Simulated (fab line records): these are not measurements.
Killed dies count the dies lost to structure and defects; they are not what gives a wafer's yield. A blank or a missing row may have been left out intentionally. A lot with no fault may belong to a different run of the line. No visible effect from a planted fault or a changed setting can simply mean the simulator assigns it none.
Which of the tools did it? -- flow sky130 -- 12 lots with 36 wafers sampled at 4 steps, on a route of 708 steps

== WHAT THE GAUGES SHOWED, per wafer ==
SKY_VT_ADJUST_LVTN_OVL_MEAS_07. Usual: VT_ADJUST_LVTN_OVL gives 0.0 nm (standard deviation 1.4).
lot,measured,on,VT_ADJUST_LVTN_OVL (nm),flag
L407,day 7 14:37,overlay-01,0.3 0.2 1.2,
L406,day 7 15:34,overlay-02,-0.1 -0.3 1.3,
L408,day 8 02:19,overlay-01,2.1 0.5 -0.1,
L409,day 8 04:28,overlay-01,2.3 3.1 2.6,
L412,day 9 03:45,overlay-02,1.2 1.8 3.4,
L413,day 9 15:04,overlay-01,0.0 1.4 1.5,
L414,day 9 19:31,overlay-01,-0.7 0.1 -2.2,
L415,day 9 21:19,overlay-01,-0.4 -2.0 -1.2,
L423,day 12 10:01,overlay-02,-1.7 -1.9 -2.7,
L424,day 12 14:01,overlay-01,0.1 -0.8 -0.5,
L425,day 13 04:59,overlay-01,-1.0 -0.1 -0.7,
L427,day 13 13:42,overlay-01,0.0 -0.4 0.5,

SKY_POLY_GATE_THK_MEAS_21. Usual: POLY_GATE_OXIDATION_THK gives 3.96 nm (standard deviation 0.082).
lot,measured,on,POLY_GATE_OXIDATION_THK (nm),flag
L407,day 18 06:06,film-metro-02,3.97 3.97 4.03,
L406,day 18 06:06,film-metro-01,3.94 3.94 3.91,
L408,day 18 06:09,film-metro-01,3.86 3.87 3.86,
L409,day 18 12:40,film-metro-01,4.01 3.98 4.01,
L412,day 19 15:13,film-metro-01,3.90 3.87 3.89,
L413,day 20 06:25,film-metro-04,4.09 3.96 4.02,
L414,day 20 08:04,film-metro-01,3.90 3.98 3.95,
L415,day 20 12:51,film-metro-01,3.97 3.99 3.90,
L423,day 23 20:31,film-metro-04,4.71 4.53 4.19,OFF
L424,day 24 02:31,film-metro-02,5.11 5.21 5.04,OFF
L425,day 24 19:01,film-metro-04,5.20 5.21 5.16,OFF
L427,day 25 03:40,film-metro-02,3.93 3.85 3.89,

SKY_LI_CONTACT_THK_MEAS_23: measures by xrf. Usual: LI_CONTACT_W_THK gives 407 nm (standard deviation 6.3).
lot,measured,on,LI_CONTACT_W_THK (nm),flag
L407,day 30 18:28,film-metro-02,404 403 409,
L406,day 30 19:50,film-metro-01,405 406 405,
L408,day 30 21:03,film-metro-04,407 407 405,
L409,day 31 00:04,film-metro-02,403 408 409,
L412,day 32 04:07,film-metro-02,409 414 412,
L413,day 32 17:15,film-metro-04,413 411 411,
L414,day 32 16:01,film-metro-01,400 400 396,
L415,day 32 20:15,film-metro-01,403 391 397,
L423,day 35 19:29,film-metro-02,407 409 407,
L424,day 36 02:10,film-metro-01,403 404 406,
L425,day 36 14:48,film-metro-02,410 415 421,
L427,day 36 23:37,film-metro-02,413 415 409,

== WHAT TOOL EACH LOT RAN ON (gives the tool, then ch and the chambers of the sampled wafers, and finally the start) ==
lot,SKY_POLY_GATE_OXIDATION_20
L407,"furnace-01 ch 0, day 18 04:50"
L406,"furnace-01 ch 0, day 18 04:50"
L408,"furnace-01 ch 0, day 18 04:50"
L409,"furnace-01 ch 0, day 18 11:25"
L412,"furnace-01 ch 0, day 19 13:58"
L413,"furnace-02 ch 0, day 20 05:09"
L414,"furnace-02 ch 0, day 20 06:49"
L415,"furnace-02 ch 0, day 20 11:35"
L423,"furnace-01 ch 0, day 23 19:16"
L424,"furnace-01 ch 0, day 24 01:16"
L425,"furnace-01 ch 0, day 24 17:44"
L427,"furnace-02 ch 0, day 25 02:25"
- SKY_POLY_GATE_OXIDATION_20: stabilise 600 s, purge 300 s, target thk 4 nm.

== WHAT THE TOOLS THEMSELVES READ (means of the sampled wafers that have a number; where no wafer has one, the mark that the record gives instead) ==
SKY_POLY_GATE_OXIDATION_20. Usual: spike-tc-centre-C 850.8 C, standard deviation 1.9; spike-tc-lower-C 850.9 C, standard deviation 1.1; spike-tc-upper-C 850.3 C, standard deviation 1; zone-power-centre-pct 20.4 %, standard deviation 2; zone-power-lower-pct 16.0 %, standard deviation 0.86; zone-power-upper-pct 17.4 %, standard deviation 1.6.
lot,tool,spike-tc-centre-C (C),spike-tc-lower-C (C),spike-tc-upper-C (C),zone-power-centre-pct (%),zone-power-lower-pct (%),zone-power-upper-pct (%),flag
L407,furnace-01,849.3,852.1,850.5,22.1,15.3,18.8,
L406,furnace-01,849.0,850.4,850.7,22.0,15.2,18.6,
L408,furnace-01,849.0,851.1,850.4,22.0,15.4,18.7,
L409,furnace-01,850.7,849.8,851.0,22.1,15.3,18.9,
L412,furnace-01,849.8,851.4,850.4,21.9,15.4,18.7,
L413,furnace-02,852.4,851.5,849.6,18.1,17.1,15.6,
L414,furnace-02,851.8,850.3,849.0,18.1,16.9,15.6,
L415,furnace-02,852.6,851.2,849.6,18.1,16.9,15.7,
L423,furnace-01,894.0,845.4,844.4,41.2,8.1,10.0,OFF
L424,furnace-01,894.1,846.6,844.8,41.6,8.1,10.0,OFF
L425,furnace-01,893.6,846.8,845.2,41.4,8.1,9.9,OFF
L427,furnace-02,852.4,850.5,849.7,17.9,17.0,15.5,

== THE ANSWER, worked out from the rows above alone ==
Rule: lot off if the mean of its wafers having a number is beyond 3 standard deviations from the usual mean. Also off: a lot with no number at a reading for which 4 or more lots have one. Any other lot the step has rows for is counted as sound. After the gauges, taken in route order, come the tools' own readings; for these a lot's mean is taken, as printed above. The first step at which some lot is off is used, and at that step the reading that is off furthest; a lot without a number counts as furthest.
Off: L423, L424, L425, at SKY_POLY_GATE_THK_MEAS_21 (POLY_GATE_OXIDATION_THK).
If a tool, at a process step before that reading, ran all the lots that are off and no sound lot after the first of them, it fits. The gauges at SKY_POLY_GATE_THK_MEAS_21 aren't tried: what is off there is off at SKY_POLY_GATE_OXIDATION_20 too, on other tools, and a gauge's error can't cause that. One fits: furnace-01 at SKY_POLY_GATE_OXIDATION_20. A fault onset in the window from L412 (day 19 13:58, its last sound lot) to L423 (day 23 19:16, its first lot off) fits.
The tool's own readings at SKY_POLY_GATE_OXIDATION_20 bear it out: on the lots that are off they differ by more than 5 times the standard deviation of the sound lots' means. spike-tc-centre-C reads 893.9 C there against 850.8 C on the sound lots; spike-tc-lower-C reads 846.3 C there against 850.9 C on the sound lots; spike-tc-upper-C reads 844.8 C there against 850.1 C on the sound lots; zone-power-centre-pct reads 41.4 % there against 20.3 % on the sound lots; zone-power-lower-pct reads 8.1 % there against 16.1 % on the sound lots.

== WHAT WAS PUT IN BY THE SIMULATOR ==
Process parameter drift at SKY_POLY_GATE_OXIDATION_20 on furnace-01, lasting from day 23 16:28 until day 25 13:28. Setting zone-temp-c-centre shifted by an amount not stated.
Shown lots that were struck: L423, L424, L425. The rule above found the same.
